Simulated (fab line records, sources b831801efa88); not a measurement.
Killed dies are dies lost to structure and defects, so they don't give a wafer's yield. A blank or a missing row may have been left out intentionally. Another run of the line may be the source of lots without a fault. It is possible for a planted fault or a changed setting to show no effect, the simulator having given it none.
Split-lot experiment | flow sfqLine | route with 325 steps; 5 lots, 23 wafers read

== THE SPLIT ITSELF ==
At SFQ_TRILAYER_R5_LITHO_PEB_139 (peb time 60 s), the setting pebTimeS was moved away from the recipe's 60 s on 6 of the 23 wafers read, by -9.5% to +10.4%. This setting was run at the recipe's value on the other wafers.

== BETWEEN THE SPLIT AND THE READING: the file shows 1 step in between ==
- SFQ_TRILAYER_R5_LITHO_DEVELOP_138: time 60 s

== THE READING ==
R5.cdNm (the simulator's own value, which no gauge read), in nm, at SFQ_TRILAYER_R5_BARC_OPEN_METAL_ETCH_177 (etches BARC in O2, target depth 125 nm, time 41.7 s). The file does not state a usual value for it. Average 499.0 nm, standard deviation 1.2 nm, over the 17 wafers here run with the recipe.

wafer  | tool, chamber at the split | pebTimeS as run, s | against the recipe | R5.cdNm, nm | against lot-mates on the recipe
L074.1 | lithoTrack-01, 0           | 60                 | recipe             | 498.6       | -
L074.2 | lithoTrack-01, 0           | 60                 | recipe             | 498         | -
L074.4 | lithoTrack-01, 0           | 62.43              | +4.0%              | 493.9       | -4.8
L074.5 | lithoTrack-01, 0           | 60                 | recipe             | 499.4       | -
L074.6 | lithoTrack-01, 0           | 62.43              | +4.0%              | 493.1       | -5.6
L077.4 | lithoTrack-01, 0           | 60                 | recipe             | 499.8       | -
L077.5 | lithoTrack-01, 0           | 60                 | recipe             | 500.2       | -
L077.6 | lithoTrack-01, 0           | 60                 | recipe             | 498.5       | -
L078.1 | lithoTrack-03, 0           | 66.23              | +10.4%             | 484.8       | -13.5
L078.2 | lithoTrack-03, 0           | 60                 | recipe             | 498.1       | -
L078.4 | lithoTrack-03, 0           | 66.23              | +10.4%             | 486.7       | -11.6
L078.5 | lithoTrack-03, 0           | 60                 | recipe             | 499.7       | -
L078.6 | lithoTrack-03, 0           | 60                 | recipe             | 497.1       | -
L080.1 | lithoTrack-03, 0           | 60                 | recipe             | 501         | -
L080.3 | lithoTrack-03, 0           | 54.28              | -9.5%              | 514.1       | +13.3
L080.4 | lithoTrack-03, 0           | 60                 | recipe             | 500.5       | -
L080.5 | lithoTrack-03, 0           | 54.28              | -9.5%              | 516         | +15.2
L080.6 | lithoTrack-03, 0           | 60                 | recipe             | 500.9       | -
L084.1 | lithoTrack-03, 0           | 60                 | recipe             | 497.8       | -
L084.2 | lithoTrack-03, 0           | 60                 | recipe             | 498.8       | -
L084.3 | lithoTrack-03, 0           | 60                 | recipe             | 498.3       | -
L084.5 | lithoTrack-03, 0           | 60                 | recipe             | 497.9       | -
L084.6 | lithoTrack-03, 0           | 60                 | recipe             | 497.7       | -

FIT RESULTS
A straight line over all 23 wafers: R5.cdNm changes by -1.46 nm for each +1% of pebTimeS; r = -0.98; the points scatter about the line by 1.4 nm.
The same after taking each lot's own level away (the mean of its wafers on the recipe; 23 wafers): -1.34 nm for each +1%; r = -0.99; scatter 0.91 nm.
That fit puts the effect of the largest move of pebTimeS on the reading at 14 nm.
The lots' own levels span 498.10 to 500.80 nm, that is 2.3 times the standard deviation above.
Hence the lot-to-lot level has little effect on the slope; both slopes agree.
Check: -13.7 nm against its lot-mates is what the line predicts for one of the wafers moved furthest among these (+10.4%) when that wafer is left out of the fit. Against them it came out at -13.5 nm.

== ADDITIONAL SPLITS CARRIED BY THESE WAFERS ==
These wafers also went through other splits before the reading. Each is held against what the fit with the lots' levels taken away leaves over:
other split on the same wafers                     | wafers away from the commonest value | r with R5.cdNm (lot level and that fit taken away)
SFQ_TRILAYER_JJ_CE_LITHO_COAT_119 spinRpm          | 11                                   | -0.10
SFQ_TRILAYER_JJ_CE_BARC_OPEN_RIE_150 pressureMtorr | 18                                   | -0.05
SFQ_TRILAYER_M5_LITHO_COAT_128 resistThkNm         | 5                                    | +0.07
SFQ_TRILAYER_M5_ETCH_METAL_ETCH_126 timeS          | 8                                    | -0.17
SFQ_TRILAYER_R5_DEP_SPUTTER_132 timeS              | 8                                    | -0.04

== FILE'S OWN FIT ==
R5.cdNm changes by -1.33 nm for each +1% of pebTimeS, r = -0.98.
